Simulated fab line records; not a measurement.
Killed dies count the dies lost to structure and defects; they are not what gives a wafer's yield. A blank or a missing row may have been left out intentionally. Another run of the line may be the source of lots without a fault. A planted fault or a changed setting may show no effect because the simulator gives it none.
Comparing a struck lot with a sound one || flow sky130 || 35 out of 708 route steps
Sound: the wafers L879.1, L879.4, L879.6. Wafers struck: L891.2, L891.3, L891.6. Last of all comes the cause.
For every step that has rows: the tool of each side, followed by ch and its chambers, followed by its first start. Under that, the readings that differ: sound wafers || struck wafers || difference of the means || sigmas: that difference in standard deviations of wafers without a fault.
alike: same words and numbers on both sides, and readings whose means sit less than 2 such deviations apart. not compared: any withheld reading, any reading some wafer has no value for, any bound like >300 that may hide the same value, and any number with overlapping values for which the record gives no deviation.
The two part at a step that has a row with sigmas, a row that says differs or no value, or rows on one side only. Numbers that don't overlap but have no deviation are shown without sigmas and don't part them. A reading that every wafer of one side lacks parts them only if that side has two wafers or more.

first, 5 steps without rows for these wafers: SKY_VT_ADJUST_HVTR_COAT_02 (resist thk 1151 nm); SKY_VT_ADJUST_HVTR_SOFTBAKE_03 (time 60 s); SKY_VT_ADJUST_HVTR_EXPOSE_04 (exposes mask HVTRM, target cd 380 nm); SKY_VT_ADJUST_HVTR_PEB_05; SKY_VT_ADJUST_HVTR_DEVELOP_06 (develop time 60 s).
SKY_VT_ADJUST_HVTR_CD_MEAS_07 targets a cd of 380 nm.
  sound on cd sem-01 at day 10 23:42; struck on cd sem-01 at day 14 11:52
  alike: cd nm
SKY_VT_ADJUST_HVTR_OVL_MEAS_08:
  sound on overlay-02 at day 10 23:49; struck on overlay-01 at day 14 11:59
{"reading": "VT_ADJUST_HVTR_OVL (nm)", "sound": "3.3 3.0 5.6", "struck": "0.0 1.0 0.7", "difference": -3.4, "sigmas": -3}
following that, these wafers have no rows for 1 step: SKY_VT_ADJUST_HVTR_IMPLANT_09.
SKY_VT_ADJUST_HVTR_STRIP_10: strips in O2/N2.
  sound on plasma asher-03 ch 0,1, day 11 00:01; struck on plasma asher-02 ch 1, day 14 12:10
  alike: drypump motor current A, oes product au, strip time to endpoint s
  not compared: rf hours counter h
SKY_VT_ADJUST_HVTR_TW_MEAS_11:
  sound on film metro-01 at day 11 00:07; struck on film metro-01 at day 14 12:16
  alike: VT_ADJUST_HVTR_TW
then, 2 steps without rows for these wafers: SKY_VT_ADJUST_PCH_DEHYDRATE_00 (time 60 s); SKY_VT_ADJUST_PCH_HMDS_01 (prime time 60 s).
SKY_VT_ADJUST_PCH_COAT_02: resist thk 3000 nm.
  sound on litho track-03 ch 0, day 11 11:18; struck on litho track-03, day 15 01:35
  no value came back on the struck wafers for chill plate temp C (C), dispense pressure kPa (kPa), resist line temp C (C), spin speed rpm (rpm); on the sound wafers chill plate temp C (C) reads 22.88 23.10 23.00
then, 4 steps without rows for these wafers: SKY_VT_ADJUST_PCH_SOFTBAKE_03; SKY_VT_ADJUST_PCH_EXPOSE_04 (exposes mask NWM, target cd 840 nm); SKY_VT_ADJUST_PCH_PEB_05; SKY_VT_ADJUST_PCH_DEVELOP_06 (develop time 60 s).
SKY_VT_ADJUST_PCH_OVL_MEAS_07:
  sound on overlay-01 at day 11 23:48; struck on overlay-01 at day 15 14:56
{"reading": "VT_ADJUST_PCH_OVL (nm)", "sound": "1.1 -0.5 -1.2", "struck": "- - -", "difference": "no value on the struck wafers", "sigmas": ""}
following that, these wafers have no rows for 1 step: SKY_VT_ADJUST_PCH_IMPLANT_08.
SKY_VT_ADJUST_PCH_STRIP_09: strips in O2/N2.
  sound on plasma asher-02 ch 0, day 11 23:59; struck on plasma asher-01 ch 0,1, day 15 15:07
  no value came back on the struck wafers for oes product au (a.u.), strip time to endpoint s (s); on the sound wafers oes product au (a.u.) reads 0.721 0.728 0.723
  alike: drypump motor current A
  not compared: rf hours counter h
SKY_VT_ADJUST_PCH_TW_MEAS_10:
  sound on film metro-01 at day 12 00:05; struck on film metro-04 at day 15 15:14
{"reading": "VT_ADJUST_PCH_TW", "sound": "140.9 140.0 140.8", "struck": "145.1 144.4 145.2", "difference": "+4.3", "sigmas": "+2"}
then, 7 steps without rows for these wafers: SKY_SONOS_TUNNEL_DEHYDRATE_00 (time 60 s); SKY_SONOS_TUNNEL_HMDS_01 (prime time 60 s); SKY_SONOS_TUNNEL_COAT_02 (resist thk 1140 nm); SKY_SONOS_TUNNEL_SOFTBAKE_03 (time 58.31 s); SKY_SONOS_TUNNEL_EXPOSE_04 (exposes mask TUNM, target cd 410 nm); SKY_SONOS_TUNNEL_PEB_05; SKY_SONOS_TUNNEL_DEVELOP_06 (develop time 60 s).
SKY_SONOS_TUNNEL_CD_MEAS_07 targets a cd of 410 nm.
  sound on cd sem-01 at day 13 01:32; struck on cd sem-01 at day 16 18:55
{"reading": "cd nm (nm)", "sound": "411.5 413.5 412.4", "struck": "407.3 407.4 407.4", "difference": -5.1, "sigmas": -2}
SKY_SONOS_TUNNEL_OVL_MEAS_08:
  sound on overlay-01 at day 13 01:39; struck on overlay-01 at day 16 19:01
  alike: SONOS_TUNNEL_OVL
then, 3 steps without rows for these wafers: SKY_SONOS_TUNNEL_IMPLANT_09; SKY_SONOS_TUNNEL_WET_ETCH_10 (etches SiO2 in dHF, target depth 14 nm, time 280 s); SKY_SONOS_TUNNEL_STRIP_11 (strips in SPM, time 600 s).
SKY_SONOS_TUNNEL_TW_MEAS_12:
  sound on film metro-04 at day 13 02:06; struck on film metro-02 at day 16 19:31
{"reading": "SONOS_TUNNEL_TW", "sound": "199 200 199", "struck": "208 209 210", "difference": "+10", "sigmas": "+3"}
then, 1 step without rows for these wafers: SKY_SONOS_TUNNEL_CLEAN_13 (cleans in dHF, time 20 s).

== WHERE THEY PART ==
Last at SKY_SONOS_TUNNEL_TW_MEAS_12 as far as this record goes, first at SKY_VT_ADJUST_HVTR_OVL_MEAS_08.

WHY: whatever the simulator had introduced
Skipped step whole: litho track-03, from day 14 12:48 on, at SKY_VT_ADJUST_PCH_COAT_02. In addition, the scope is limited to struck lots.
